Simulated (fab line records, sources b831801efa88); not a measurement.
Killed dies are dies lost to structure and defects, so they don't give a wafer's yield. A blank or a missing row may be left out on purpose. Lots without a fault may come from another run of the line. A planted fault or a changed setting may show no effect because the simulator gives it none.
Which tool did it? | flow sky130 | 11 lots, 33 wafers sampled, at 3 steps of a route of 708

WHAT THE GAUGES READ, wafer by wafer
SKY_GATE_OXIDE_OVL_MEAS_10.
lot  | measured     | on         | GATE_OXIDE_OVL (nm)
L319 | day 13 13:01 | overlay-01 | 1.6 0.0 0.7
L320 | day 14 00:08 | overlay-02 | -4.2 -4.6 -2.8
L322 | day 14 07:50 | overlay-01 | 2.8 0.5 1.7
L330 | day 17 10:26 | overlay-01 | 1.0 2.3 1.2
L333 | day 19 09:00 | overlay-02 | -1.1 -1.1 -0.4
L336 | day 19 20:04 | overlay-01 | 3.4 3.6 2.6
L338 | day 20 09:33 | overlay-01 | -0.5 0.5 1.2
L339 | day 20 20:38 | overlay-01 | 0.3 0.9 0.3
L340 | day 20 22:05 | overlay-02 | -3.1 -2.9 -1.4
L341 | day 21 09:06 | overlay-02 | 0.4 0.6 -0.2
L342 | day 21 19:43 | overlay-01 | 2.9 3.0 1.6

SKY_LI_CONTACT_BOW_MEAS_03.
lot  | measured     | on            | LI_CONTACT_BOW (um)
L319 | day 27 12:01 | film_metro-02 | 57 70 41
L320 | day 28 01:56 | film_metro-01 | 52 45 60
L322 | day 28 08:29 | film_metro-01 | 53 55 50
L330 | day 31 10:19 | film_metro-04 | 60 51 58
L333 | day 33 02:25 | film_metro-01 | 57 59 61
L336 | day 33 09:37 | film_metro-02 | 63 49 48
L338 | day 34 05:43 | film_metro-01 | 57 51 51
L339 | day 34 09:47 | film_metro-01 | 61 45 56
L340 | day 34 10:42 | film_metro-04 | 46 56 59
L341 | day 34 22:14 | film_metro-04 | 59 50 42
L342 | day 35 07:52 | film_metro-02 | 53 48 66

WHICH TOOL RAN EACH LOT (tool, then ch and the chambers of the sampled wafers, then the start)
lot  | SKY_LDD_HVN_STRIP_09
L319 | plasma_asher-01 ch 0,1, day 19 23:05
L320 | plasma_asher-04 ch 0,1, day 20 12:02
L322 | plasma_asher-02 ch 0,1, day 20 19:47
L330 | plasma_asher-01 ch 0,1, day 24 05:27
L333 | plasma_asher-04 ch 0, day 25 22:51
L336 | plasma_asher-02 ch 0,1, day 26 09:05
L338 | plasma_asher-04 ch 0,1, day 27 02:48
L339 | plasma_asher-02 ch 0,1, day 27 07:42
L340 | plasma_asher-04 ch 0,1, day 27 10:47
L341 | plasma_asher-02 ch 0,1, day 27 20:02
L342 | plasma_asher-04 ch 0,1, day 28 06:26
- SKY_LDD_HVN_STRIP_09: strips in O2/N2.

WHAT THE TOOLS THEMSELVES READ (means of the sampled wafers that have a number; where no wafer has one, the mark that the record gives instead)
SKY_LDD_HVN_STRIP_09.
lot  | tool            | chamber_pressure_mTorr (mTorr) | drypump_motor_current_A (A) | oes_product_au (a.u.) | strip_time_to_endpoint_s (s)
L319 | plasma_asher-01 | 1500.7                         | 6.0                         | 0.409                 | 4.129
L320 | plasma_asher-04 | 1499.4                         | 5.9                         | 0.408                 | 4.139
L322 | plasma_asher-02 | 1500.2                         | 5.3                         | 0.409                 | 4.127
L330 | plasma_asher-01 | 1500.0                         | 6.2                         | 0.407                 | 4.148
L333 | plasma_asher-04 | 1499.9                         | 6.3                         | 0.405                 | 4.143
L336 | plasma_asher-02 | 1500.7                         | 5.3                         | 0.407                 | 4.129
L338 | plasma_asher-04 | 1500.4                         | 5.6                         | 0.401                 | 4.145
L339 | plasma_asher-02 | 1499.7                         | 5.3                         | 0.410                 | 4.135
L340 | plasma_asher-04 | 1500.2                         | 5.5                         | 0.405                 | 4.148
L341 | plasma_asher-02 | 1500.4                         | 5.4                         | 0.405                 | 4.110
L342 | plasma_asher-04 | 1500.8                         | 5.9                         | 0.409                 | 4.156

THE ANSWER, worked out from the rows above alone
Rule: what is usual is taken from the lots themselves. Put in order of their means at a reading, lots are off if they are a third of the lots or fewer, leave a main group of 4 or more, and stand apart from it by a gap of 3 or more times the standard deviation of the main group's means; of several such gaps the widest counts. A main group whose means are all the same, to the digits that the tables above print for the reading, isn't used. A lot without any number at a reading at which 4 lots or more have one is off too. The other lots that the step has rows for count as sound. The gauges are gone through in route order, then the tools' own readings, and for those a lot's mean is taken as printed above. The first step at which some lot is off is used, and at that step the reading that is off furthest; a lot without a number counts as furthest.
No lot is off at any reading shown: from this, nothing can be told.

WHAT THE SIMULATOR HAD PUT IN
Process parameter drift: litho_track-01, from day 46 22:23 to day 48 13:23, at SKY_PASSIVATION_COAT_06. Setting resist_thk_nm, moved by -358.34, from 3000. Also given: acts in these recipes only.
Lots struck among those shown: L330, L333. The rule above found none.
